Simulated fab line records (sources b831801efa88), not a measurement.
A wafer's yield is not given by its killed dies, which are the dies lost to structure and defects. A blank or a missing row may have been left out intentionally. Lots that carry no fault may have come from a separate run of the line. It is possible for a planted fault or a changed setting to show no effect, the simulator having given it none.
Problem report, 8D (eight disciplines) form, completed by code	flow sky130	the parts of the form that need people (team, actions taken, sign-off) are left out

== 1. THE ISSUE ==
Wafers without a fault read 14.20 s, standard deviation 0.039; strip-time-to-endpoint-s at SKY_GATE_OXIDE_STRIP_13 reads a mean of 4.50 s on 6 wafers belonging to 2 lots. So: -99 or more standard deviations from the usual mean.
The step: strips in O2/N2.
Seen first at day 19 10:41 on plasma-asher-04, wafer L689.3. Wafers with a number at this step in the record: 36, from 12 lots. By rule, "out" or "out of limits" means more than 4 standard deviations away from the usual mean. The rest of the wafers with a number are treated as sound.

== 2. WHAT IT IS AND WHAT IT IS NOT ==
question	is	is not
which readings at this step	strip-time-to-endpoint-s, oes-product-au	drypump-motor-current-A
which lots	L689, L690	L674, L676, L678, L679, L684, L685, L694, L695, L696, L697
which wafers of those lots	all that have a number	-
read on which tools	plasma-asher-03, plasma-asher-04	plasma-asher-01
when	from day 19 10:41	up to then (18 sound wafers); but 12 sound wafers of L694, L695, L696, L697 came after

== 3. WHAT RULES OUT EACH SUSPECT ==
Counting: a tool at any process step up to the reading remains a suspect when it ran all the lots that are out and ran no sound lot after the first of those.
- litho-track-03 at SKY_GATE_OXIDE_COAT_05 (resist thk 1140 nm): ruled out as a lasting fault. Sound lots L697 ran on it after its first lot that is out, L689 (day 18 18:39).
Left after counting: nothing in the record.

== 4. THE CAUSE (what the simulator had put in) ==
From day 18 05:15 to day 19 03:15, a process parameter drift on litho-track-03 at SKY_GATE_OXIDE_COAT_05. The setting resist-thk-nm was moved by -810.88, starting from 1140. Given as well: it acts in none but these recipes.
It was ruled out by counting, in error; the rule expects a fault to strike all lots run on its tool from its start on, and this fault did not.

== 5. THE CHAIN OF EFFECTS, in route order ==
One row per reading whose mean, taken over the struck wafers that have a number, lies over 3 standard deviations from the usual. Only readings for which the record gives a usual standard deviation are gone through. hours: the time from each lot's start at the first step in this table that gives one to its start at this step, as a median over the lots. sigmas: the change in usual standard deviations.
hours	step	reading	usual	on struck wafers	change	sigmas
0	SKY_GATE_OXIDE_STRIP_13	oes-product-au	0.716 a.u.	0.425	-0.291	-62
0	SKY_GATE_OXIDE_STRIP_13	strip-time-to-endpoint-s	14.20 s	4.50	-9.70	-99 or more
Process steps it contains:
- SKY_GATE_OXIDE_STRIP_13: strips in O2/N2.
At these later measuring or inspecting steps, every struck wafer for which the step has a row has a number for every such reading, and none has moved that far: SKY_METAL1_RS_MEAS_05, SKY_METAL1_CD_MEAS_15.

== 6. HOW IT WOULD HAVE BEEN CAUGHT EARLIER ==
First out-of-limits reading in this record: day 19 10:41, which is 29 hours after fault onset at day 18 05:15.
An alarm limit of 4 standard deviations would not have fired on the tool readings at SKY_GATE_OXIDE_COAT_05 for which the record gives a usual standard deviation, since none of them was out on any struck wafer.
